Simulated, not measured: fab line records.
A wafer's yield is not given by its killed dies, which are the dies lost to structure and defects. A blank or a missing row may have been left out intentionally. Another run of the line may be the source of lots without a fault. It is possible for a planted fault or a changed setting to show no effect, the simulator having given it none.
Chamber matching / flow gf180mcu / pecvd-03 running GF_MIM_CVD_05: 3 sister chambers
The step deposits Si3N4, target thk 42 nm, time 29.086 s. 3 wafers are shown with their chamber, then 8 later ones without.

== WAFERS, EACH WITH ITS CHAMBER ==
wafer=L086.1; chamber=1; heater-power-w (W)=521
wafer=L086.2; chamber=0; heater-power-w (W)=668
wafer=L086.4; chamber=2; heater-power-w (W)=771

== WAFERS WITHOUT THEIR CHAMBER ==
wafer=L086.5; heater-power-w (W)=512
wafer=L086.6; heater-power-w (W)=671
wafer=L089.1; heater-power-w (W)=689
wafer=L089.2; heater-power-w (W)=525
wafer=L089.3; heater-power-w (W)=727
wafer=L089.4; heater-power-w (W)=703
wafer=L089.5; heater-power-w (W)=520
wafer=L089.6; heater-power-w (W)=720

== WHICH CHAMBER EACH ONE RAN IN ==
wafer=L086.5; from the rows above=1; in truth=1
wafer=L086.6; from the rows above=0; in truth=0
wafer=L089.1; from the rows above=0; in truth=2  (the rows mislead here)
wafer=L089.2; from the rows above=1; in truth=1
wafer=L089.3; from the rows above=can't be placed: 2 or 0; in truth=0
wafer=L089.4; from the rows above=can't be placed: 0 or 2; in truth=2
wafer=L089.5; from the rows above=1; in truth=1
wafer=L089.6; from the rows above=can't be placed: 2 or 0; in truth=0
Placed correctly: 4 of 8. Can't be placed from these rows: 3 (the true chamber is among the candidates in 3). 1 placed wrongly.
How it was worked out, from the rows above alone: a wafer's distance from a chamber is the root of the sum, over the readings, of the square of ((its reading less the chamber's mean) divided by the reading's scatter). If the next closest chamber is less than 2 further off than the closest, the wafer can't be placed; otherwise it belongs to the closest. The mean given for a chamber averages the wafers shown for that chamber. The scatter: with one shown wafer a chamber, the root of the mean of the squares of how far each hidden wafer lies from its nearest shown one.
